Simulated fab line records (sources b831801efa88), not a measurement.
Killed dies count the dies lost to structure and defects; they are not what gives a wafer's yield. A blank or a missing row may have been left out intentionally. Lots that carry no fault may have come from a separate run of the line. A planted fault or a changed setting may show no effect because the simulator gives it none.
The tool behind it: which one? / flow sfq line / 15 lots, 45 wafers sampled, at 3 steps of a route of 325

## WHAT EACH GAUGE READ, for each wafer
The record lacks any reading of a measuring or inspecting step that a usual standard deviation could be used to judge.

## EACH LOT AND THE TOOL THAT RAN IT (in order: tool; ch and the chambers of the sampled wafers; start)
lot=L539; SFQ_TRILAYER_L0_CAP_PECVD_011=pecvd-01 ch 0,1, day 4 05:15; SFQ_TRILAYER_L0_VIA_ETCH_VIA_ETCH_016=rie diel-04 ch 0,2,3, day 4 23:59; SFQ_TRILAYER_M0_LITHO_EXPOSE_022=krf scanner-01 ch 0, day 5 16:25
lot=L540; SFQ_TRILAYER_L0_CAP_PECVD_011=pecvd-02 ch 0,1, day 4 11:15; SFQ_TRILAYER_L0_VIA_ETCH_VIA_ETCH_016=rie diel-02 ch 0,2, day 5 04:47; SFQ_TRILAYER_M0_LITHO_EXPOSE_022=krf scanner-01 ch 0, day 5 22:31
lot=L543; SFQ_TRILAYER_L0_CAP_PECVD_011=pecvd-02 ch 0,1,2, day 5 06:27; SFQ_TRILAYER_L0_VIA_ETCH_VIA_ETCH_016=rie diel-04 ch 0,1, day 6 01:17; SFQ_TRILAYER_M0_LITHO_EXPOSE_022=krf scanner-01 ch 0, day 6 18:07
lot=L544; SFQ_TRILAYER_L0_CAP_PECVD_011=pecvd-02 ch 0,1,2, day 5 11:15; SFQ_TRILAYER_L0_VIA_ETCH_VIA_ETCH_016=rie diel-04 ch 0,1,3, day 6 04:53; SFQ_TRILAYER_M0_LITHO_EXPOSE_022=krf scanner-01 ch 0, day 7 00:47
lot=L546; SFQ_TRILAYER_L0_CAP_PECVD_011=pecvd-03 ch 0,1,2, day 5 22:04; SFQ_TRILAYER_L0_VIA_ETCH_VIA_ETCH_016=rie diel-01 ch 0,3, day 6 16:53; SFQ_TRILAYER_M0_LITHO_EXPOSE_022=krf scanner-01 ch 0, day 7 13:23
lot=L547; SFQ_TRILAYER_L0_CAP_PECVD_011=pecvd-01 ch 0,1,2, day 6 05:15; SFQ_TRILAYER_L0_VIA_ETCH_VIA_ETCH_016=rie diel-04 ch 0,1,3, day 7 01:10; SFQ_TRILAYER_M0_LITHO_EXPOSE_022=krf scanner-01, day 8 00:52
lot=L548; SFQ_TRILAYER_L0_CAP_PECVD_011=pecvd-02 ch 0,2, day 6 12:27; SFQ_TRILAYER_L0_VIA_ETCH_VIA_ETCH_016=rie diel-02 ch 0,3, day 7 07:10; SFQ_TRILAYER_M0_LITHO_EXPOSE_022=krf scanner-01, day 8 05:40
lot=L549; SFQ_TRILAYER_L0_CAP_PECVD_011=pecvd-03 ch 0,1,2, day 6 19:13; SFQ_TRILAYER_L0_VIA_ETCH_VIA_ETCH_016=rie diel-04 ch 0,2,3, day 7 16:46; SFQ_TRILAYER_M0_LITHO_EXPOSE_022=krf scanner-01, day 8 17:26
lot=L556; SFQ_TRILAYER_L0_CAP_PECVD_011=pecvd-02 ch 0,1,2, day 8 07:00; SFQ_TRILAYER_L0_VIA_ETCH_VIA_ETCH_016=rie diel-01 ch 0,1,2, day 9 07:45; SFQ_TRILAYER_M0_LITHO_EXPOSE_022=krf scanner-01 ch 0, day 10 07:23
lot=L557; SFQ_TRILAYER_L0_CAP_PECVD_011=pecvd-03 ch 1,2, day 8 11:48; SFQ_TRILAYER_L0_VIA_ETCH_VIA_ETCH_016=rie diel-02 ch 0,1,2, day 9 12:33; SFQ_TRILAYER_M0_LITHO_EXPOSE_022=krf scanner-01 ch 0, day 10 12:23
lot=L558; SFQ_TRILAYER_L0_CAP_PECVD_011=pecvd-01 ch 0,2, day 8 19:00; SFQ_TRILAYER_L0_VIA_ETCH_VIA_ETCH_016=rie diel-02 ch 0,2,3, day 9 18:33; SFQ_TRILAYER_M0_LITHO_EXPOSE_022=krf scanner-01 ch 0, day 10 18:11
lot=L559; SFQ_TRILAYER_L0_CAP_PECVD_011=pecvd-03 ch 0,1,2, day 9 01:00; SFQ_TRILAYER_L0_VIA_ETCH_VIA_ETCH_016=rie diel-01 ch 0,1,2, day 9 23:21; SFQ_TRILAYER_M0_LITHO_EXPOSE_022=krf scanner-01 ch 0, day 10 22:59
lot=L560; SFQ_TRILAYER_L0_CAP_PECVD_011=pecvd-03 ch 0,1,2, day 9 07:00; SFQ_TRILAYER_L0_VIA_ETCH_VIA_ETCH_016=rie diel-01 ch 0,1,3, day 10 07:45; SFQ_TRILAYER_M0_LITHO_EXPOSE_022=krf scanner-01 ch 0, day 11 06:11
lot=L561; SFQ_TRILAYER_L0_CAP_PECVD_011=pecvd-02 ch 1,2, day 9 13:00; SFQ_TRILAYER_L0_VIA_ETCH_VIA_ETCH_016=rie diel-01 ch 0,1,3, day 10 12:33; SFQ_TRILAYER_M0_LITHO_EXPOSE_022=krf scanner-01 ch 0, day 11 13:11
lot=L562; SFQ_TRILAYER_L0_CAP_PECVD_011=pecvd-03 ch 0,1,2, day 9 19:00; SFQ_TRILAYER_L0_VIA_ETCH_VIA_ETCH_016=rie diel-02 ch 0,2, day 10 18:33; SFQ_TRILAYER_M0_LITHO_EXPOSE_022=krf scanner-01 ch 0, day 11 20:35
- SFQ_TRILAYER_L0_CAP_PECVD_011: deposits SiO2 from SiH4/N2O, time 13.333 s, target thk 60 nm.
- SFQ_TRILAYER_L0_VIA_ETCH_VIA_ETCH_016: etches SiO2 in CHF3, stops on MoNx KI, target depth 80 nm.
- SFQ_TRILAYER_M0_LITHO_EXPOSE_022: exposes mask M0, target cd 500 nm.

## AS READ BY THE TOOLS THEMSELVES (means over the sampled wafers that have a number; for cases with no such wafer, the mark the record gives instead)
SFQ_TRILAYER_L0_CAP_PECVD_011. Usual: chamber pressure Torr 2.400 Torr, standard deviation 0.0057; heater power outer w 32 W, standard deviation 8.4; heater power w 87 W, standard deviation 14; throttle valve pct 24.6 %, standard deviation 1.6.
lot=L539; tool=pecvd-01; chamber pressure Torr (Torr)=2.396; heater power outer w (W)=24; heater power w (W)=82; throttle valve pct (%)=25.1; flag=
lot=L540; tool=pecvd-02; chamber pressure Torr (Torr)=2.398; heater power outer w (W)=35; heater power w (W)=95; throttle valve pct (%)=25.1; flag=
lot=L543; tool=pecvd-02; chamber pressure Torr (Torr)=2.406; heater power outer w (W)=29; heater power w (W)=84; throttle valve pct (%)=25.8; flag=
lot=L544; tool=pecvd-02; chamber pressure Torr (Torr)=2.399; heater power outer w (W)=34; heater power w (W)=91; throttle valve pct (%)=25.6; flag=
lot=L546; tool=pecvd-03; chamber pressure Torr (Torr)=2.401; heater power outer w (W)=33; heater power w (W)=84; throttle valve pct (%)=22.7; flag=
lot=L547; tool=pecvd-01; chamber pressure Torr (Torr)=-; heater power outer w (W)=-; heater power w (W)=-; throttle valve pct (%)=-; flag=OFF
lot=L548; tool=pecvd-02; chamber pressure Torr (Torr)=-; heater power outer w (W)=-; heater power w (W)=-; throttle valve pct (%)=-; flag=OFF
lot=L549; tool=pecvd-03; chamber pressure Torr (Torr)=-; heater power outer w (W)=-; heater power w (W)=-; throttle valve pct (%)=-; flag=OFF
lot=L556; tool=pecvd-02; chamber pressure Torr (Torr)=2.403; heater power outer w (W)=28; heater power w (W)=85; throttle valve pct (%)=25.8; flag=
lot=L557; tool=pecvd-03; chamber pressure Torr (Torr)=2.398; heater power outer w (W)=41; heater power w (W)=100; throttle valve pct (%)=23.7; flag=
lot=L558; tool=pecvd-01; chamber pressure Torr (Torr)=2.394; heater power outer w (W)=31; heater power w (W)=86; throttle valve pct (%)=23.8; flag=
lot=L559; tool=pecvd-03; chamber pressure Torr (Torr)=2.401; heater power outer w (W)=30; heater power w (W)=81; throttle valve pct (%)=22.9; flag=
lot=L560; tool=pecvd-03; chamber pressure Torr (Torr)=2.402; heater power outer w (W)=34; heater power w (W)=87; throttle valve pct (%)=22.9; flag=
lot=L561; tool=pecvd-02; chamber pressure Torr (Torr)=2.401; heater power outer w (W)=31; heater power w (W)=88; throttle valve pct (%)=25.7; flag=
lot=L562; tool=pecvd-03; chamber pressure Torr (Torr)=2.396; heater power outer w (W)=32; heater power w (W)=84; throttle valve pct (%)=22.9; flag=

SFQ_TRILAYER_L0_VIA_ETCH_VIA_ETCH_016. Usual: drypump motor current A 5.9 A, standard deviation 0.53; oes product au 0.842 a.u., standard deviation 0.0081.
lot=L539; tool=rie diel-04; drypump motor current A (A)=6.5; oes product au (a.u.)=0.829; flag=
lot=L540; tool=rie diel-02; drypump motor current A (A)=6.1; oes product au (a.u.)=0.853; flag=
lot=L543; tool=rie diel-04; drypump motor current A (A)=5.6; oes product au (a.u.)=0.849; flag=
lot=L544; tool=rie diel-04; drypump motor current A (A)=6.1; oes product au (a.u.)=0.841; flag=
lot=L546; tool=rie diel-01; drypump motor current A (A)=5.9; oes product au (a.u.)=0.846; flag=
lot=L547; tool=rie diel-04; drypump motor current A (A)=6.1; oes product au (a.u.)=0.378; flag=OFF
lot=L548; tool=rie diel-02; drypump motor current A (A)=5.8; oes product au (a.u.)=0.372; flag=OFF
lot=L549; tool=rie diel-04; drypump motor current A (A)=6.5; oes product au (a.u.)=0.374; flag=OFF
lot=L556; tool=rie diel-01; drypump motor current A (A)=5.5; oes product au (a.u.)=0.848; flag=
lot=L557; tool=rie diel-02; drypump motor current A (A)=6.1; oes product au (a.u.)=0.840; flag=
lot=L558; tool=rie diel-02; drypump motor current A (A)=5.9; oes product au (a.u.)=0.842; flag=
lot=L559; tool=rie diel-01; drypump motor current A (A)=5.5; oes product au (a.u.)=0.838; flag=
lot=L560; tool=rie diel-01; drypump motor current A (A)=5.5; oes product au (a.u.)=0.837; flag=
lot=L561; tool=rie diel-01; drypump motor current A (A)=5.5; oes product au (a.u.)=0.844; flag=
lot=L562; tool=rie diel-02; drypump motor current A (A)=6.1; oes product au (a.u.)=0.837; flag=

SFQ_TRILAYER_M0_LITHO_EXPOSE_022. Usual: exposure dose mJ cm2 14.398, standard deviation 0.014; focus offset nm 0.0 nm, standard deviation 0.43; stage vel mm s 500.02 mm/s, standard deviation 0.25.
lot=L539; tool=krf scanner-01; exposure dose mJ cm2=14.389; focus offset nm (nm)=-0.5; stage vel mm s (mm/s)=500.05; flag=
lot=L540; tool=krf scanner-01; exposure dose mJ cm2=14.396; focus offset nm (nm)=0.2; stage vel mm s (mm/s)=500.28; flag=
lot=L543; tool=krf scanner-01; exposure dose mJ cm2=14.410; focus offset nm (nm)=0.2; stage vel mm s (mm/s)=500.10; flag=
lot=L544; tool=krf scanner-01; exposure dose mJ cm2=14.403; focus offset nm (nm)=-0.3; stage vel mm s (mm/s)=500.39; flag=
lot=L546; tool=krf scanner-01; exposure dose mJ cm2=14.391; focus offset nm (nm)=-0.5; stage vel mm s (mm/s)=500.20; flag=
lot=L547; tool=krf scanner-01; exposure dose mJ cm2=-; focus offset nm (nm)=-; stage vel mm s (mm/s)=-; flag=OFF
lot=L548; tool=krf scanner-01; exposure dose mJ cm2=-; focus offset nm (nm)=-; stage vel mm s (mm/s)=-; flag=OFF
lot=L549; tool=krf scanner-01; exposure dose mJ cm2=-; focus offset nm (nm)=-; stage vel mm s (mm/s)=-; flag=OFF
lot=L556; tool=krf scanner-01; exposure dose mJ cm2=14.411; focus offset nm (nm)=0.0; stage vel mm s (mm/s)=500.29; flag=
lot=L557; tool=krf scanner-01; exposure dose mJ cm2=14.408; focus offset nm (nm)=0.4; stage vel mm s (mm/s)=500.00; flag=
lot=L558; tool=krf scanner-01; exposure dose mJ cm2=14.411; focus offset nm (nm)=0.2; stage vel mm s (mm/s)=499.96; flag=
lot=L559; tool=krf scanner-01; exposure dose mJ cm2=14.435; focus offset nm (nm)=-0.4; stage vel mm s (mm/s)=499.82; flag=
lot=L560; tool=krf scanner-01; exposure dose mJ cm2=14.390; focus offset nm (nm)=-0.1; stage vel mm s (mm/s)=499.73; flag=
lot=L561; tool=krf scanner-01; exposure dose mJ cm2=14.397; focus offset nm (nm)=-0.1; stage vel mm s (mm/s)=500.08; flag=
lot=L562; tool=krf scanner-01; exposure dose mJ cm2=14.395; focus offset nm (nm)=0.3; stage vel mm s (mm/s)=499.83; flag=

## THE ANSWER, worked out from the rows above alone
Rule: take the mean of a lot's wafers that have a number; if it is more than 3 standard deviations from the usual mean, the lot is off. Also off: a lot with no number at a reading for which 4 or more lots have one. The other lots that the step has rows for count as sound. The gauges are gone through in route order, then the tools' own readings, and for those a lot's mean is taken as printed above. At the first step where some lot is off, the reading lying furthest off is the one used; lots without a number count as furthest.
Off: L547, L548, L549 (SFQ_TRILAYER_L0_CAP_PECVD_011, chamber pressure Torr). Without a number there: L547, L548, L549.
If a tool, at that step or one of the process steps before it, ran each lot that is off and ran no sound lot following the first of them, it fits. None of those tried fits.

## WHAT WAS PUT IN BY THE SIMULATOR
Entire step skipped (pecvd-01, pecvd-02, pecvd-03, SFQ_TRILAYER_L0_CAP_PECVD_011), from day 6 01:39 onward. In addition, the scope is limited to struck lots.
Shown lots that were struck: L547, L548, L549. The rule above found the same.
